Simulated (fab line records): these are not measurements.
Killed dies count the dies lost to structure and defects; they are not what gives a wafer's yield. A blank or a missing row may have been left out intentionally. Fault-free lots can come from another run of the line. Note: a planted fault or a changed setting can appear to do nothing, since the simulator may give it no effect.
Comparing a struck lot with a sound one | flow sfq_line | 14 steps out of a route of 325
Sound: wafers L148.2, L148.3, L148.6. Struck: wafer L155.2; the same lot's L155.1 was not struck, so it is left out; see the end for the cause.
Each step with rows lists, per side, the tool, then ch with its chambers, then its first start. Under that, the readings that differ: sound wafers | struck wafers | difference of the means | sigmas: that difference in standard deviations of wafers without a fault.
alike: a reading whose means differ by less than 2 such deviations, as well as words and numbers matching on both sides. not compared: withheld readings; readings where some wafer has no value; bounds like >300 that might hide an equal value; numbers whose values overlap and for which the record gives no deviation.
Wherever a step has rows on one side only, a row that says differs or no value, or a row with sigmas, the two part there. Numbers that don't overlap but have no deviation are shown without sigmas and don't part them. Lack of a reading on every wafer of one side parts them only where that side has two or more wafers.

first, 1 step without rows for these wafers: SFQ_TRILAYER_M0_STRIP_SOLV_CLEAN_026 (cleans in NMP, time 600 s).
SFQ_TRILAYER_I0_DEP_PECVD_027: deposits SiO2 from SiH4/N2O, time 111.11 s, target thk 500 nm.
  sound on pecvd-03 ch 0,1,2, day 11 16:45; struck on pecvd-01 ch 1, day 13 17:48
  alike: heater_power_w, throttle_valve_pct
SFQ_TRILAYER_I0_CMP_CMP_028: polishes SiO2.
  sound on cmp-02 ch 2,3, day 12 02:20; struck on cmp-01 ch 0, day 14 00:38
  alike: motor_current_A, time_to_endpoint_s
SFQ_I0_BOW_MEAS_907:
  struck on film_metro-01, day 14 02:38; sound on film_metro-01, day 12 05:22
  alike: I0_BOW
SFQ_TRILAYER_I0_METRO_MEASURE_029:
  struck on film_metro-01, day 14 02:45; sound on film_metro-01, day 12 05:40
  alike: thk_nm
then, 6 steps without rows for these wafers: SFQ_TRILAYER_I0_VIA_LITHO_COAT_036 (resist thk 62 nm); SFQ_TRILAYER_I0_VIA_LITHO_COAT_031 (resist thk 650 nm); SFQ_TRILAYER_I0_VIA_LITHO_SOFTBAKE_035; SFQ_TRILAYER_I0_VIA_LITHO_EXPOSE_032 (exposes mask I0, target cd 500 nm); SFQ_TRILAYER_I0_VIA_LITHO_PEB_034 (peb time 60 s); SFQ_TRILAYER_I0_VIA_LITHO_DEVELOP_033 (time 60 s).
-- the record jumps here: 3 days lie between the struck wafers' starts before and after --
SFQ_I0_OVL_MEAS_908:
  struck on overlay-01, day 16 19:13; sound on overlay-02, day 15 00:01
  reading     | sound    | struck | difference | sigmas
  I0_OVL (nm) | -4 -5 -9 | 11     | +17        | +3
SFQ_TRILAYER_I0_VIA_BARC_OPEN_VIA_ETCH_046: etches BARC in O2, target depth 125 nm, time 41.7 s.
  sound on rie_diel-01 ch 0,1, day 15 00:02; struck on rie_diel-01 ch 3, day 16 19:14
  reading               | sound             | struck | difference | sigmas
  oes_product_au (a.u.) | 0.694 0.686 0.677 | 0.668  | -0.018     | -4
  run_length_s (s)      | 69.9 70.2 70.0    | 72.0   | +2.0       | +4
  alike: drypump_motor_current_A
  not compared: rf_hours_counter_h
SFQ_TRILAYER_I0_VIA_ETCH_VIA_ETCH_034: etches SiO2 in CHF3, stops on Nb, target depth 260 nm.
  sound on rie_diel-01 ch 0,1, day 15 00:05; struck on rie_diel-01 ch 3, day 16 19:17
  alike: drypump_motor_current_A, oes_product_au

== WHERE THEY PART ==
First at SFQ_I0_OVL_MEAS_908; last, within this record, at SFQ_TRILAYER_I0_VIA_BARC_OPEN_VIA_ETCH_046. Later steps at which nothing parts them and some readings are alike: SFQ_TRILAYER_I0_VIA_ETCH_VIA_ETCH_034.

WHY: what had been put in by the simulator
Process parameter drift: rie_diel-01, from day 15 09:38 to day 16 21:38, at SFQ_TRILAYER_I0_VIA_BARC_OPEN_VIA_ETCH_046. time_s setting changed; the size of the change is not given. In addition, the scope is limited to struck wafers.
